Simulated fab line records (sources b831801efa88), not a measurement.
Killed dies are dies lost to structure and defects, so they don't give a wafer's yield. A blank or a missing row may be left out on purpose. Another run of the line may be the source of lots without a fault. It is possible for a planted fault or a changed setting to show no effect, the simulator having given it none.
Matching of chambers | flow sfq-line | 3 sister chambers for SFQ_TRILAYER_A5C_DEP_PECVD_142 on pecvd-03
The step deposits SiO2 from SiH4/N2O, time 15.556 s, target thk 70 nm. 6 wafers are shown with their chamber, then 7 later ones without.

WAFERS WITH THEIR CHAMBER
wafer  | chamber | throttle-valve-pct (%) | heater-power-w (W)
L823.6 | 2       | 23.1                   | 67
L829.1 | 0       | 26.7                   | 96
L829.3 | 2       | 23.2                   | 69
L830.1 | 1       | 24.0                   | 87
L830.4 | 1       | 24.1                   | 85
L830.5 | 0       | 26.9                   | 104

WAFERS WHOSE CHAMBER IS MISSING
wafer  | throttle-valve-pct (%) | heater-power-w (W)
L831.1 | 24.2                   | 82
L831.2 | 23.3                   | 73
L831.3 | 26.7                   | 97
L832.3 | 26.6                   | 106
L832.6 | 23.2                   | 75
L835.1 | 24.4                   | 86
L835.4 | 23.2                   | 70

EACH ONE'S CHAMBER
wafer  | from the rows above | in truth
L831.1 | 1                   | 1
L831.2 | 2                   | 2
L831.3 | 0                   | 0
L832.3 | 0                   | 0
L832.6 | 2                   | 2
L835.1 | 1                   | 1
L835.4 | 2                   | 2
Placed correctly: 7 of 7. Number that these rows cannot place: 0. Placed wrongly: 0.
How it was worked out, from the rows above alone: a wafer's distance from a chamber is the root of the sum, over the readings, of the square of ((its reading less the chamber's mean) divided by the reading's scatter). The wafer belongs to the nearest chamber; if the next one is less than 2 further off, it can't be placed. For every chamber, the mean is computed from those of its wafers that are shown. How the scatter is found: for the shown wafers, subtract from each reading the mean of its chamber, square and add these, divide the total by (wafers less chambers), then take the root.
